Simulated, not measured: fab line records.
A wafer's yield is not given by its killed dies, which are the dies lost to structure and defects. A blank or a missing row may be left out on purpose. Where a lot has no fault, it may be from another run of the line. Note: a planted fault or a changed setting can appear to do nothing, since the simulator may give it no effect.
Matching of chambers | flow sky130 | cmp-02 running SKY_VIA2_CMP_24: 4 sister chambers
The step polishes, stops on SiO2, t overpolish 20 s, target thk 0 nm. 8 wafers are shown with their chamber, then 8 later ones without.

== EACH WAFER AND ITS CHAMBER ==
wafer  | chamber | motor_current_A (A) | time_to_endpoint_s (s)
L184.1 | 3       | 11.8                | 104
L185.3 | 2       | 10.5                | 94
L186.4 | 3       | 12.1                | 99
L186.5 | 0       | 12.6                | 99
L187.1 | 1       | 10.4                | 92
L187.3 | 2       | 10.7                | 93
L187.4 | 0       | 12.4                | 95
L189.3 | 1       | 10.7                | 97

== WAFERS MISSING THEIR CHAMBER ==
wafer  | motor_current_A (A) | time_to_endpoint_s (s)
L189.5 | 12.0                | 93
L189.6 | 12.2                | 96
L190.1 | 10.9                | 94
L190.4 | 10.9                | 98
L190.5 | 12.6                | 95
L199.2 | 11.5                | 101
L199.3 | 11.6                | 100
L199.4 | 12.9                | 97

== WHICH CHAMBER EACH ONE RAN IN ==
wafer  | from the rows above     | in truth
L189.5 | can't be placed: 3 or 0 | 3
L189.6 | can't be placed: 0 or 3 | 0
L190.1 | can't be placed: 2 or 1 | 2
L190.4 | can't be placed: 2 or 1 | 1
L190.5 | 0                       | 0
L199.2 | 3                       | 3
L199.3 | 3                       | 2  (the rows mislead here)
L199.4 | 0                       | 0
Placed correctly: 3 of 8. From these rows, 4 cannot be placed; in 4 the true chamber is one of the candidates. Placed wrongly: 1.
How it was worked out, from the rows above alone: a wafer's distance from a chamber is the root of the sum, over the readings, of the square of ((its reading less the chamber's mean) divided by the reading's scatter). The wafer belongs to the nearest chamber; if the next one is less than 2 further off, it can't be placed. For every chamber, the mean is computed from those of its wafers that are shown. The scatter: take each reading less its chamber's mean, square it, sum over the shown wafers, divide by the number of wafers less the number of chambers, and take the root.
